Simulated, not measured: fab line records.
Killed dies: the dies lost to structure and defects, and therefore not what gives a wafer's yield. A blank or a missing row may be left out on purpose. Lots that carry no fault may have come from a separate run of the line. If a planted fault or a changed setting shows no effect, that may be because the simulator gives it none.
A struck lot beside a sound one	flow gf180mcu	16 out of 602 route steps
Sound: the wafers L907.1, L907.5, L907.6. Wafers L918.3, L918.6 were the ones struck. Last of all comes the cause.
For every step that has rows: the tool of each side, followed by ch and its chambers, followed by its first start. Under that, the readings that differ: sound wafers	struck wafers	difference of the means	sigmas: that difference in standard deviations of wafers without a fault.
alike: a reading whose means differ by less than 2 such deviations, as well as words and numbers matching on both sides. not compared: withheld readings; readings where some wafer has no value; bounds like >300 that might hide an equal value; numbers whose values overlap and for which the record gives no deviation.
A row with sigmas, a row that says differs or no value, or rows on one side alone: a step with any of these is where the two part. Non-overlapping numbers with no deviation appear without sigmas and do not part them. A reading missing from all wafers of one side parts the sides only when that side holds two or more wafers.

GF_STI_BOW_MEAS_00:
  sound on film-metro-03 at day 1 20:00; struck on film-metro-02 at day 4 03:02
  alike: INCOMING_BOW
then, 1 step without rows for these wafers: GF_STI_OXIDATION_01 (stabilise 600 s, purge 300 s, target thk 10 nm).
GF_STI_THK_MEAS_02:
  sound on film-metro-01 at day 1 21:31; struck on film-metro-01 at day 4 05:11
  alike: STI_OXIDATION_THK
then, 1 step without rows for these wafers: GF_STI_CVD_03 (deposits Si3N4 from DCS/NH3, target thk 207.16 nm, time 3551 s).
GF_STI_THK_MEAS_04:
  sound on film-metro-01 at day 1 23:34; struck on film-metro-02 at day 4 08:13
  alike: STI_CVD_03_THK
then, 2 steps without rows for these wafers: GF_STI_DEHYDRATE_05 (time 60 s); GF_STI_HMDS_06 (prime time 60 s).
GF_STI_COAT_07: resist thk 700 nm.
  sound on litho-track-03 ch 0, day 2 04:28; struck on litho-track-02 ch 0, day 4 14:46
reading	sound	struck	difference	sigmas
model.KrF_of_STI_COAT_07.thk-nm (nm)	702.9 702 699.2	703.6 706.8	+3.8	
then, 4 steps without rows for these wafers: GF_STI_SOFTBAKE_08 (time 60 s); GF_STI_EXPOSE_09 (exposes mask COMP, target cd 220 nm); GF_STI_PEB_10 (peb time 90 s); GF_STI_DEVELOP_11 (develop time 60 s).
GF_STI_CD_MEAS_12: the cd target is 220 nm.
  sound on cd-sem-01 at day 2 10:56; struck on cd-sem-02 at day 4 22:12
  alike: cd-nm
GF_STI_ETCH_13: etches the open film in CHF3/O2, stops on Si, target depth 282.31 nm, time 112.9 s.
  sound on rie-diel-01 ch 0,3, day 2 11:03; struck on rie-diel-02 ch 1, day 4 22:17
  alike: drypump-motor-current-A, oes-product-au, throttle-valve-pct
  not compared: rf-hours-counter-h, model.KrF_of_STI_COAT_07.thk-nm
GF_STI_ETCH_14: etches Si in HBr/Cl2/O2, target depth 360 nm, time 102.9 s.
  sound on rie-si-01 ch 0,2,3, day 2 11:07; struck on rie-si-01 ch 0,3, day 4 22:22
  alike: HBr_flow_sccm, drypump-motor-current-A, oes-product-au, throttle-valve-pct
  not compared: rf-hours-counter-h
-- the record jumps here: 28 days lie between the struck wafers' starts before and after (it left off in module STI and takes up again in module PASSIVATION, whose first step shown is number 602 of the route) --
GF_PASSIVATION_PROBE_99:
  only the struck wafers here have rows in the record (prober-01, day 32 21:53); the sound ones have none

## WHERE THEY PART
At GF_PASSIVATION_PROBE_99 and nowhere else, as far as this record goes.

WHY: what the simulator had put in
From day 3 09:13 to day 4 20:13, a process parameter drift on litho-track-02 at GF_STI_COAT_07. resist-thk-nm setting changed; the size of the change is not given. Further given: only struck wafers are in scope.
